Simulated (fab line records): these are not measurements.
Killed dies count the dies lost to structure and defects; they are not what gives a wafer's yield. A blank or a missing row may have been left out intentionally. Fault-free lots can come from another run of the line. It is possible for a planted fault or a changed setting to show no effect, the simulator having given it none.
fab line records	flow sky130
[record] lots = 13	wafers = 39	lastDay = 52
route steps=708 shown VT_ADJUST_LVTN@115 VT_ADJUST_HVTR@138 SONOS_ONO@185 PAD_OPEN@708
lots that met no fault: from a run of the same line without faults
startH: start of the lot's first displayed wafer, in hours after the record's first day	waitH: time in hours since the lot's previous step	" as in the row above	L1.1+2: several wafers, shown together as one row	- either no value or no given start	* or withheld: withheld	< > ~ a bound
route shown NAME@n: names a module that has steps shown in the file, with the first one's number in the route	usual: mean/standard deviation taken from wafers without a fault	same: alike in all rows	chamber/n: place in a boat	sites: readings site by site	_std_site: how widely they spread, as a standard deviation	_edge_site: the outer-site mean with the inner-site mean subtracted	radiusMm: how far each site lies from the wafer's centre	mask NAME#n: copy n	behind: the last tool/chamber to shape the wafer	hold: cause of the lot's hold/its duration in hours/its outcome	device: which transistor (n, p or np) failed to switch	end of line: the same wafers' tests at the end of the route	for a step that has no rows: nothing shown but its recipe	killed: at the first sort, the dies lost to defects and structure; wafer yield is something else	map: a wafer's dies, x killed, . not, _ none there
set.NAME: the setting the step ran with; set.NAME@STEP: the setting that earlier step ran with	model.NAME: the simulator's own value behind a step, which no gauge read
a sample of lots followed through the steps of the route, with each step as a table and each wafer as a row
services: from which hour (startH, from the record's first day; less than 0 if before it) a tool's chamber was out of use, for how many hours, and why
[[steps]]
[step SKY_VT_ADJUST_LVTN_OVL_MEAS_18]
[usual] VT_ADJUST_LVTN_01_OVL = 0.6/1.3
lot.wafer	tool	chamber	startH	waitH	VT_ADJUST_LVTN_01_OVL[nm]
L427.2	overlay-01	-	164.95	0.1	3.0
L427.3	"	-	"	"	3.3
L427.4	"	-	"	"	2.0
L428.4	overlay-02	-	171.31	0.1	1.6
L428.5	"	-	"	"	1.7
L428.6	"	-	"	"	1.6
L430.4	overlay-01	-	187.86	0.1	0.5
L430.5	"	-	"	"	1.2
L430.6	"	-	"	"	-0.9
L432.1	overlay-01	-	204.75	0.1	1.3
L432.2	"	-	"	"	1.0
L432.5	"	-	"	"	1.7
L434.1	overlay-01	-	214.65	0.1	-0.5
L434.2	"	-	"	"	-0.8
L434.5	"	-	"	"	-0.4
L441.1	overlay-02	-	267.94	0.1	0.3
L441.4	"	-	"	"	1.2
L441.6	"	-	"	"	1.0
L442.1	overlay-02	-	280.44	0.1	1.6
L442.2	"	-	"	"	2.7
L442.6	"	-	"	"	1.6
L443.1	overlay-02	-	288.14	0.1	-0.9
L443.2	"	-	"	"	0.5
L443.5	"	-	"	"	-1.7
L444.2	overlay-02	-	295.31	0.1	2.3
L444.4	"	-	"	"	2.0
L444.5	"	-	"	"	0.3
L445.1	overlay-01	-	297.69	0.1	0.8
L445.2	"	-	"	"	0.2
L445.5	"	-	"	"	0.7
L446.1	overlay-01	-	307.90	0.1	1.2
L446.4	"	-	"	"	0.9
L446.5	"	-	"	"	2.2
L447.2	overlay-01	-	316.10	0.1	1.4
L447.3	"	-	"	"	-0.3
L447.6	"	-	"	"	-0.4
L449.1	overlay-01	-	327.00	0.1	-1.0
L449.3	"	-	"	"	1.1
L449.6	"	-	"	"	-0.5
[step SKY_VT_ADJUST_HVTR_CD_MEAS_07]
[recipe] targetCdNm = 380
[usual] cdNm = 380.5/2.4
lot.wafer	tool	chamber	startH	waitH	cdNm
L427.2	cdSem-01	-	209.37	0.2	378.6
L427.3	"	-	"	"	378.3
L427.4	"	-	"	"	379.6
L428.4	cdSem-02	-	216.50	0.1	381.2
L428.5	"	-	"	"	380.0
L428.6	"	-	"	"	377.3
L430.4	cdSem-01	-	234.26	0.3	385.0
L430.5	"	-	"	"	384.3
L430.6	"	-	"	"	385.5
L432.1	cdSem-01	-	253.89	0.1	378.4
L432.2	"	-	"	"	376.5
L432.5	"	-	"	"	376.9
L434.1	cdSem-02	-	264.95	0.1	378.2
L434.2	"	-	"	"	379.0
L434.5	"	-	"	"	379.4
L441.1	cdSem-02	-	320.30	0.1	379.2
L441.4	"	-	"	"	378.1
L441.6	"	-	"	"	379.7
L442.1	cdSem-02	-	331.49	0.1	377.9
L442.2	"	-	"	"	380.0
L442.6	"	-	"	"	381.5
L443.1	cdSem-02	-	341.34	0.1	380.1
L443.2	"	-	"	"	378.4
L443.5	"	-	"	"	381.0
L444.2	cdSem-01	-	349.51	0.1	384.0
L444.4	"	-	"	"	381.2
L444.5	"	-	"	"	381.7
L445.1	cdSem-02	-	352.19	0.1	384.5
L445.2	"	-	"	"	383.7
L445.5	"	-	"	"	384.5
L446.1	cdSem-02	-	364.65	0.1	384.8
L446.4	"	-	"	"	382.2
L446.5	"	-	"	"	381.5
L447.2	cdSem-01	-	373.96	0.1	377.6
L447.3	"	-	"	"	377.1
L447.6	"	-	"	"	379.3
L449.1	cdSem-02	-	386.04	0.1	382.1
L449.3	"	-	"	"	380.4
L449.6	"	-	"	"	382.3
[step SKY_VT_ADJUST_HVTR_OVL_MEAS_08]
[usual] VT_ADJUST_HVTR_OVL = 0.7/1.2
lot.wafer	tool	chamber	startH	waitH	VT_ADJUST_HVTR_OVL[nm]
L427.2	overlay-02	-	209.48	0.1	-1.4
L427.3	"	-	"	"	0.7
L427.4	"	-	"	"	-0.2
L428.4	overlay-01	-	216.58	0.1	0.7
L428.5	"	-	"	"	-1.6
L428.6	"	-	"	"	-1.0
L430.4	overlay-01	-	234.34	0.1	1.8
L430.5	"	-	"	"	0.9
L430.6	"	-	"	"	0.8
L432.1	overlay-01	-	254.01	0.1	-1.6
L432.2	"	-	"	"	-0.2
L432.5	"	-	"	"	1.1
L434.1	overlay-02	-	265.07	0.1	0.6
L434.2	"	-	"	"	-0.2
L434.5	"	-	"	"	-1.6
L441.1	overlay-01	-	320.42	0.1	1.6
L441.4	"	-	"	"	3.0
L441.6	"	-	"	"	2.2
L442.1	overlay-02	-	331.61	0.1	1.8
L442.2	"	-	"	"	-0.5
L442.6	"	-	"	"	0.4
L443.1	overlay-02	-	341.46	0.1	-1.3
L443.2	"	-	"	"	1.0
L443.5	"	-	"	"	0.2
L444.2	overlay-01	-	349.62	0.1	0.4
L444.4	"	-	"	"	-0.3
L444.5	"	-	"	"	1.0
L445.1	overlay-02	-	352.31	0.1	0.7
L445.2	"	-	"	"	1.7
L445.5	"	-	"	"	0.7
L446.1	overlay-02	-	364.77	0.1	0.7
L446.4	"	-	"	"	-0.3
L446.5	"	-	"	"	-0.1
L447.2	overlay-01	-	374.07	0.1	1.2
L447.3	"	-	"	"	2.7
L447.6	"	-	"	"	0.7
L449.1	overlay-01	-	386.16	0.1	1.2
L449.3	"	-	"	"	1.8
L449.6	"	-	"	"	3.5
[step SKY_SONOS_ONO_STRIP_17]
[recipe] chemistry = O2/N2	powerW = 1400	pressureMtorr = 1500	platenTempC = withheld	o2FlowSccm = 3000	n2FlowSccm = 300	overashFraction = 0.5
[usual] drypumpMotorCurrentA = 5.87/0.18	oesProductAu = 0.710/0.0046	stripTimeToEndpointS = 14.10/0.046
lot.wafer	tool	chamber	startH	waitH	drypumpMotorCurrentA	oesProductAu	rfHoursCounterH	stripTimeToEndpointS
L427.2	plasmaAsher-04	1	288.87	0.0	5.74	0.710	17	14.16
L427.3	"	1	"	"	5.73	0.707	-	14.14
L427.4	"	0	"	"	6.05	0.700	-	14.17
L428.4	plasmaAsher-02	0	304.89	0.0	5.50	0.715	-	14.09
L428.5	"	1	"	"	6.02	0.705	-	14.08
L428.6	"	0	"	"	5.54	0.705	-	14.11
L430.4	plasmaAsher-02	0	324.88	0.0	5.55	0.706	-	14.16
L430.5	"	1	"	"	6.00	0.715	-	14.15
L430.6	"	0	"	"	5.54	0.716	-	14.13
L432.1	plasmaAsher-04	1	337.85	0.0	5.74	0.711	23	14.11
L432.2	"	0	"	"	6.03	0.715	23	14.11
L432.5	"	0	"	"	6.04	0.710	-	14.09
L434.1	plasmaAsher-02	1	351.51	0.0	6.02	0.933	55	-
L434.2	"	0	"	"	5.58	0.931	55	-
L434.5	"	1	"	"	6.01	0.926	-	-
L441.1	plasmaAsher-04	0	414.09	0.0	6.05	0.708	30	14.18
L441.4	"	0	"	"	6.06	0.722	-	14.14
L441.6	"	0	"	"	6.05	0.709	-	14.20
L442.1	plasmaAsher-04	1	426.87	0.0	5.73	0.708	32	14.15
L442.2	"	0	"	"	6.03	0.713	32	14.09
L442.6	"	1	"	"	5.74	0.706	-	14.16
L443.1	plasmaAsher-04	1	439.06	0.0	5.74	0.704	33	14.09
L443.2	"	0	"	"	6.05	0.709	33	14.04
L443.5	"	0	"	"	6.06	0.711	-	14.04
L444.2	plasmaAsher-04	1	451.26	0.0	5.73	0.707	34	14.11
L444.4	"	0	"	"	6.05	0.702	-	14.13
L444.5	"	0	"	"	6.04	0.714	-	14.12
L445.1	plasmaAsher-01	1	451.42	0.0	6.05	0.712	60	14.15
L445.2	"	0	"	"	5.80	0.706	60	14.12
L445.5	"	1	"	"	6.04	0.711	-	14.15
L446.1	plasmaAsher-04	0	464.92	0.0	6.04	0.714	36	14.11
L446.4	"	1	"	"	5.74	0.717	-	14.11
L446.5	"	1	"	"	5.73	0.718	-	14.13
L447.2	plasmaAsher-01	0	474.66	0.0	5.84	0.714	62	14.09
L447.3	"	0	"	"	5.82	0.704	-	14.11
L447.6	"	1	"	"	6.05	0.713	-	14.16
L449.1	plasmaAsher-02	1	489.71	0.0	6.00	0.703	71	14.08
L449.3	"	1	"	"	6.00	0.711	-	14.08
L449.6	"	1	"	"	6.02	0.713	-	14.16
[step SKY_PAD_OPEN_PROBE_99]
[usual] killed_at_M0_to_M3 = 44/7.1	killed_at_M4_up = 3.3/1.9	killedAtContacts = 24/5.3	killedAtFrontEnd = 15/4.5	killedAtOther = 0.3/0.55	killedDies = 86/9.5	killedOnRim = 16/3.7	killedOpen = 46/7.3	killedShort = 39/6.4
[same] grossDies = 492	killedAtBackSide = 0
lot.wafer	tool	chamber	startH	waitH	killed_at_M0_to_M3	killed_at_M4_up	killedAtContacts	killedAtFrontEnd	killedAtOther	killedDies	killedOnRim	killedOpen	killedShort
L427.2	prober-01	-	1117.91	0.1	43	0	24	10	1	78	15	47	30
L427.3	prober-01	-	1117.96	0.2	39	6	16	15	2	78	17	34	43
L427.4	prober-01	-	1118.01	0.2	40	2	31	14	1	88	18	49	38
L428.4	prober-02	-	1134.46	0.2	47	5	19	22	0	93	20	53	40
L428.5	prober-02	-	1134.51	0.2	44	5	24	13	0	86	15	48	38
L428.6	prober-02	-	1134.56	0.2	59	3	19	16	1	98	27	56	40
L430.4	prober-02	-	1149.43	0.2	45	4	23	13	0	85	11	46	39
L430.5	prober-02	-	1149.48	0.2	48	2	22	19	0	91	19	52	38
L430.6	prober-02	-	1149.53	0.2	48	3	27	7	0	85	15	45	40
L432.1	prober-02	-	1157.22	0.1	38	5	21	13	0	77	18	42	35
L432.2	prober-02	-	1157.27	0.1	46	7	19	10	2	84	12	45	38
L432.5	prober-02	-	1157.42	0.2	48	3	32	17	0	100	16	59	41
L434.1	prober-02	-	1165.45	0.1	50	3	23	416	0	492	96	44	44
L434.2	prober-02	-	1165.50	0.1	37	6	31	417	1	492	96	47	39
L434.5	prober-02	-	1165.65	0.2	41	2	26	423	0	492	96	49	33
L441.1	prober-01	-	1204.64	0.1	38	2	21	18	0	79	17	37	42
L441.4	prober-01	-	1204.79	0.2	33	4	21	23	1	82	18	42	40
L441.6	prober-01	-	1204.89	0.2	41	2	16	12	0	71	13	38	33
L442.1	prober-02	-	1212.86	0.1	35	1	25	10	0	71	12	40	31
L442.2	prober-02	-	1212.91	0.1	38	3	23	12	0	76	13	44	32
L442.6	prober-02	-	1213.11	0.2	48	1	30	24	0	103	24	57	46
L443.1	prober-01	-	1220.22	0.1	49	3	15	16	0	83	10	43	39
L443.2	prober-01	-	1220.27	0.1	44	4	34	26	0	108	17	55	51
L443.5	prober-01	-	1220.42	0.2	44	2	26	14	0	86	11	50	36
L445.1	prober-02	-	1225.22	0.1	51	1	25	12	0	89	20	55	34
L445.2	prober-02	-	1225.27	0.1	47	5	24	14	0	90	26	52	38
L445.5	prober-02	-	1225.42	0.2	38	3	26	22	0	89	17	48	41
L444.2	prober-01	-	1226.06	0.1	31	4	21	13	0	69	12	36	33
L444.4	prober-01	-	1226.16	0.2	40	2	38	23	0	103	19	62	41
L444.5	prober-01	-	1226.21	0.2	36	5	25	14	0	80	15	45	33
L446.1	prober-02	-	1230.61	0.1	59	2	25	14	0	100	19	48	51
L446.4	prober-02	-	1230.76	0.2	46	1	19	17	1	84	14	47	37
L446.5	prober-02	-	1230.81	0.2	34	4	24	17	1	80	13	34	46
L447.2	prober-01	-	1235.47	0.1	34	3	26	16	0	79	15	43	36
L447.3	prober-01	-	1235.52	0.2	39	4	38	26	0	107	19	66	41
L447.6	prober-01	-	1235.67	0.2	36	2	21	24	1	84	21	58	26
L449.1	prober-02	-	1240.20	0.1	45	4	21	17	0	87	19	50	37
L449.3	prober-02	-	1240.30	0.2	51	3	21	13	0	88	25	39	49
L449.6	prober-02	-	1240.45	0.2	50	7	17	10	0	84	20	44	40
// killed by level:class
L427.2 VIA1:geometricParticle:open=12 CONTACT:geometricParticle:open=10 LI_CONTACT:geometricParticle:open=7 VIA2:geometricParticle:open=6 FIELD_ISO:geometricParticle:short=5 VIA3:geometricParticle:open=5 LOCAL_INTERCONNECT:geometricParticle:short=4 VIA1:geometricParticle:short=4
L427.3 VIA1:geometricParticle:open=7 VIA1:geometricParticle:short=6 LI_CONTACT:geometricParticle:open=5 METAL1:geometricParticle:short=5 VIA3:geometricParticle:open=5 FIELD_ISO:geometricParticle:short=4 FIELD_ISO:geometricParticle:open=4 CONTACT:geometricParticle:open=4
L427.4 LI_CONTACT:geometricParticle:open=11 VIA1:geometricParticle:open=11 CONTACT:geometricParticle:open=10 METAL2:geometricParticle:short=7 METAL1:geometricParticle:short=5 LOCAL_INTERCONNECT:geometricParticle:short=4 VIA3:geometricParticle:open=4 VIA3:geometricParticle:short=4
L428.4 VIA1:geometricParticle:open=11 FIELD_ISO:geometricParticle:open=8 CONTACT:geometricParticle:open=8 METAL1:geometricParticle:short=8 VIA2:geometricParticle:open=7 VIA3:geometricParticle:open=7 POLY_GATE:geometricParticle:short=5 LI_CONTACT:geometricParticle:open=4
L428.5 CONTACT:geometricParticle:open=10 VIA2:geometricParticle:open=9 METAL1:geometricParticle:short=9 VIA3:geometricParticle:open=7 CONTACT:geometricParticle:short=7 VIA1:geometricParticle:open=6 POLY_GATE:geometricParticle:short=4 POLY_GATE:geometricParticle:open=4
L428.6 VIA2:geometricParticle:open=14 VIA1:geometricParticle:open=10 CONTACT:geometricParticle:open=8 METAL2:geometricParticle:short=6 METAL1:geometricParticle:short=5 VIA2:geometricParticle:short=5 VIA3:geometricParticle:open=5 FIELD_ISO:geometricParticle:open=4
L430.4 VIA1:geometricParticle:open=9 CONTACT:geometricParticle:open=8 VIA1:geometricParticle:short=7 FIELD_ISO:geometricParticle:open=6 METAL2:geometricParticle:short=5 VIA2:geometricParticle:open=5 VIA3:geometricParticle:open=5 METAL1:geometricParticle:short=4
L430.5 VIA1:geometricParticle:open=14 LI_CONTACT:geometricParticle:open=7 VIA2:geometricParticle:open=7 VIA3:geometricParticle:open=7 CONTACT:geometricParticle:open=6 POLY_GATE:geometricParticle:short=5 VIA1:geometricParticle:short=5 METAL2:geometricParticle:short=5
L430.6 CONTACT:geometricParticle:open=9 VIA3:geometricParticle:open=8 LI_CONTACT:geometricParticle:open=7 VIA1:geometricParticle:open=7 CONTACT:geometricParticle:short=6 METAL1:geometricParticle:short=6 VIA2:geometricParticle:open=5 METAL3:geometricParticle:short=5
L432.1 CONTACT:geometricParticle:open=8 VIA3:geometricParticle:open=8 METAL2:geometricParticle:short=7 LI_CONTACT:geometricParticle:open=6 POLY_GATE:geometricParticle:open=5 VIA3:geometricParticle:short=5 FIELD_ISO:geometricParticle:open=4 METAL1:geometricParticle:short=4
L432.2 VIA1:geometricParticle:open=12 VIA3:geometricParticle:open=9 METAL1:geometricParticle:short=8 CONTACT:geometricParticle:open=6 METAL4:geometricParticle:short=6 LI_CONTACT:geometricParticle:open=5 VIA2:geometricParticle:open=5 VIA2:geometricParticle:short=4
L432.5 CONTACT:geometricParticle:open=13 LI_CONTACT:geometricParticle:open=11 VIA3:geometricParticle:open=9 VIA1:geometricParticle:open=9 METAL2:geometricParticle:short=7 POLY_GATE:geometricParticle:short=6 VIA2:geometricParticle:open=5 FIELD_ISO:geometricParticle:open=4
L434.1 GATE_OXIDE:areaOxidation=404 VIA1:geometricParticle:open=11 METAL1:geometricParticle:short=9 CONTACT:geometricParticle:open=9 METAL2:geometricParticle:short=8 VIA1:geometricParticle:short=6 POLY_GATE:geometricParticle:short=5 LI_CONTACT:geometricParticle:open=5
L434.2 GATE_OXIDE:areaOxidation=406 LI_CONTACT:geometricParticle:open=10 VIA1:geometricParticle:open=10 CONTACT:geometricParticle:open=9 LOCAL_INTERCONNECT:geometricParticle:short=7 METAL1:geometricParticle:short=5 VIA3:geometricParticle:open=5 METAL4:geometricParticle:short=5
L434.5 GATE_OXIDE:areaOxidation=410 LI_CONTACT:geometricParticle:open=9 VIA1:geometricParticle:open=9 CONTACT:geometricParticle:open=8 POLY_GATE:geometricParticle:short=6 VIA3:geometricParticle:open=6 VIA2:geometricParticle:open=5 LOCAL_INTERCONNECT:geometricParticle:short=4
L441.1 FIELD_ISO:geometricParticle:short=8 CONTACT:geometricParticle:open=8 VIA1:geometricParticle:open=8 METAL1:geometricParticle:short=6 VIA3:geometricParticle:open=6 LI_CONTACT:geometricParticle:open=4 CONTACT:geometricParticle:short=4 VIA1:geometricParticle:short=4
L441.4 VIA1:geometricParticle:open=13 FIELD_ISO:geometricParticle:open=6 CONTACT:geometricParticle:short=6 CONTACT:geometricParticle:open=6 VIA3:geometricParticle:open=6 FIELD_ISO:geometricParticle:short=5 LOCAL_INTERCONNECT:geometricParticle:short=5 POLY_GATE:geometricParticle:short=4
L441.6 VIA1:geometricParticle:open=10 FIELD_ISO:geometricParticle:open=6 LI_CONTACT:geometricParticle:open=6 METAL2:geometricParticle:short=6 VIA2:geometricParticle:open=5 CONTACT:geometricParticle:open=4 METAL1:geometricParticle:short=4 FIELD_ISO:geometricParticle:short=3
L442.1 CONTACT:geometricParticle:open=11 VIA3:geometricParticle:open=8 METAL2:geometricParticle:short=6 LOCAL_INTERCONNECT:geometricParticle:short=5 METAL1:geometricParticle:short=5 VIA2:geometricParticle:open=5 POLY_GATE:geometricParticle:open=4 VIA1:geometricParticle:short=4
L442.2 CONTACT:geometricParticle:open=11 VIA1:geometricParticle:open=8 LI_CONTACT:geometricParticle:open=7 VIA3:geometricParticle:open=6 METAL1:geometricParticle:short=5 VIA2:geometricParticle:open=5 VIA2:geometricParticle:short=4 FIELD_ISO:geometricParticle:short=3
L442.6 CONTACT:geometricParticle:open=14 FIELD_ISO:geometricParticle:open=9 VIA1:geometricParticle:open=9 METAL1:geometricParticle:short=8 VIA2:geometricParticle:open=8 LI_CONTACT:geometricParticle:open=7 METAL2:geometricParticle:short=7 POLY_GATE:geometricParticle:open=6
L443.1 VIA1:geometricParticle:open=12 VIA2:geometricParticle:open=8 CONTACT:geometricParticle:open=7 METAL2:geometricParticle:short=7 METAL1:geometricParticle:short=5 VIA3:geometricParticle:short=5 POLY_GATE:geometricParticle:open=4 POLY_GATE:geometricParticle:short=4
L443.2 CONTACT:geometricParticle:open=11 VIA3:geometricParticle:open=9 VIA1:geometricParticle:short=8 FIELD_ISO:geometricParticle:open=7 POLY_GATE:geometricParticle:open=7 CONTACT:geometricParticle:short=7 LOCAL_INTERCONNECT:geometricParticle:short=7 LI_CONTACT:geometricParticle:open=6
L443.5 CONTACT:geometricParticle:open=9 VIA3:geometricParticle:open=8 VIA2:geometricParticle:open=8 VIA1:geometricParticle:open=7 LI_CONTACT:geometricParticle:open=6 LOCAL_INTERCONNECT:geometricParticle:short=6 METAL2:geometricParticle:short=6 VIA2:geometricParticle:short=4
L445.1 VIA1:geometricParticle:open=11 CONTACT:geometricParticle:open=10 VIA3:geometricParticle:open=9 LI_CONTACT:geometricParticle:open=7 VIA1:geometricParticle:short=7 VIA2:geometricParticle:open=6 METAL3:geometricParticle:short=5 LOCAL_INTERCONNECT:geometricParticle:short=4
L445.2 VIA1:geometricParticle:open=12 LI_CONTACT:geometricParticle:open=11 CONTACT:geometricParticle:open=8 VIA3:geometricParticle:open=8 METAL1:geometricParticle:short=7 VIA1:geometricParticle:short=5 METAL3:geometricParticle:short=5 FIELD_ISO:geometricParticle:short=4
L445.5 CONTACT:geometricParticle:open=15 VIA1:geometricParticle:open=12 METAL1:geometricParticle:short=9 FIELD_ISO:geometricParticle:short=7 FIELD_ISO:geometricParticle:open=5 POLY_GATE:geometricParticle:short=5 VIA3:geometricParticle:open=5 LI_CONTACT:geometricParticle:open=4
L444.2 VIA1:geometricParticle:open=9 LI_CONTACT:geometricParticle:open=8 LOCAL_INTERCONNECT:geometricParticle:short=6 VIA3:geometricParticle:open=4 FIELD_ISO:geometricParticle:open=4 METAL2:geometricParticle:short=4 VIA1:geometricParticle:short=3 METAL3:geometricParticle:short=3
L444.4 CONTACT:geometricParticle:open=20 VIA3:geometricParticle:open=10 METAL2:geometricParticle:short=8 POLY_GATE:geometricParticle:short=7 POLY_GATE:geometricParticle:open=7 CONTACT:geometricParticle:short=6 LI_CONTACT:geometricParticle:open=6 VIA1:geometricParticle:short=5
L444.5 CONTACT:geometricParticle:open=9 VIA1:geometricParticle:open=9 LI_CONTACT:geometricParticle:open=8 VIA2:geometricParticle:open=6 METAL4:geometricParticle:short=5 POLY_GATE:geometricParticle:short=4 LI_CONTACT:geometricParticle:short=4 METAL2:geometricParticle:short=4
L446.1 VIA2:geometricParticle:open=13 VIA1:geometricParticle:open=9 LI_CONTACT:geometricParticle:open=7 CONTACT:geometricParticle:open=7 VIA3:geometricParticle:open=7 METAL2:geometricParticle:short=6 METAL1:geometricParticle:short=6 VIA1:geometricParticle:short=6
L446.4 VIA3:geometricParticle:open=9 CONTACT:geometricParticle:open=8 VIA1:geometricParticle:open=8 VIA1:geometricParticle:short=7 METAL1:geometricParticle:short=6 LI_CONTACT:geometricParticle:open=5 SPACER:geometricParticle:open=4 VIA2:geometricParticle:open=4
L446.5 CONTACT:geometricParticle:open=9 VIA2:geometricParticle:open=6 METAL1:geometricParticle:short=5 CONTACT:geometricParticle:short=5 POLY_GATE:geometricParticle:short=4 VIA1:geometricParticle:open=4 LI_CONTACT:geometricParticle:open=4 VIA3:geometricParticle:short=4
L447.2 CONTACT:geometricParticle:open=9 VIA2:geometricParticle:open=7 POLY_GATE:geometricParticle:open=7 METAL1:geometricParticle:short=6 LI_CONTACT:geometricParticle:open=6 CONTACT:geometricParticle:short=5 POLY_GATE:geometricParticle:short=4 VIA1:geometricParticle:open=4
L447.3 CONTACT:geometricParticle:open=14 VIA1:geometricParticle:open=13 LI_CONTACT:geometricParticle:open=9 VIA2:geometricParticle:open=8 CONTACT:geometricParticle:short=7 FIELD_ISO:geometricParticle:open=6 POLY_GATE:geometricParticle:short=6 VIA3:geometricParticle:open=6
L447.6 LI_CONTACT:geometricParticle:open=12 VIA2:geometricParticle:open=10 FIELD_ISO:geometricParticle:open=8 POLY_GATE:geometricParticle:open=8 CONTACT:geometricParticle:open=6 VIA1:geometricParticle:short=6 VIA1:geometricParticle:open=4 METAL2:geometricParticle:short=4
L449.1 LI_CONTACT:geometricParticle:open=9 METAL1:geometricParticle:short=8 VIA3:geometricParticle:open=8 VIA1:geometricParticle:open=7 CONTACT:geometricParticle:open=6 VIA2:geometricParticle:open=6 FIELD_ISO:geometricParticle:short=4 POLY_GATE:geometricParticle:open=4
L449.3 VIA1:geometricParticle:short=9 METAL1:geometricParticle:short=8 CONTACT:geometricParticle:open=7 POLY_GATE:geometricParticle:open=6 LI_CONTACT:geometricParticle:open=6 VIA3:geometricParticle:open=5 VIA2:geometricParticle:open=5 VIA1:geometricParticle:open=5
L449.6 VIA1:geometricParticle:open=13 METAL2:geometricParticle:short=9 LI_CONTACT:geometricParticle:open=7 VIA2:geometricParticle:open=6 METAL4:geometricParticle:short=5 VIA1:geometricParticle:short=4 CONTACT:geometricParticle:open=4 VIA3:geometricParticle:short=4
[[services]]
tool	chamber	startH	hours	kind
plasmaAsher-02	-	273.47	9.9	repair
plasmaAsher-01	-	297.91	4.1	repair
plasmaAsher-01	-	390.63	14.6	pm
plasmaAsher-01	-	409.35	3.8	repair
plasmaAsher-01	-	457.41	1.6	repair
[[key]]
[firstSign] step = SKY_SONOS_ONO_STRIP_17	reading = oesProductAu	direction = up	sigmas = 48	usual = 0.710	struck = 0.930
[effect] step = SKY_PAD_OPEN_PROBE_99	reading = killedAtFrontEnd	direction = up	sigmas = 90	usual = 15	struck = 419
[moreKillsBornAt] SKY_GATE_OXIDE_OXIDATION_01@furnace-02 = 1220
metAt SKY_SONOS_ONO_STRIP_17
struckLots L434
laterRowsLeftOut L434.1,L434.2,L434.5
testerLeftOut L434
notActingAt SKY_VT_ADJUST_LVTN_OVL_MEAS_18,SKY_VT_ADJUST_HVTR_CD_MEAS_07,SKY_VT_ADJUST_HVTR_OVL_MEAS_08
onsetBetween 324.88 351.51
[fault] kind = stripAborted	tool = plasmaAsher-02	chamber = -	onsetH = 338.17	steps = SKY_SONOS_ONO_STRIP_17	offset = 0.59326	endH = 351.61
// testerLeftOut: of these lots the tester's yield and bins aren't shown, on N5 and GAA mostly nor the transistor test; their killed dies are dies lost to structure and defects alone, not to doping, threshold or leakage, so they don't give the yield
// laterRowsLeftOut: the simulator's readings of these wafers behind a module that went badly wrong aren't trusted and aren't shown, but for the sort
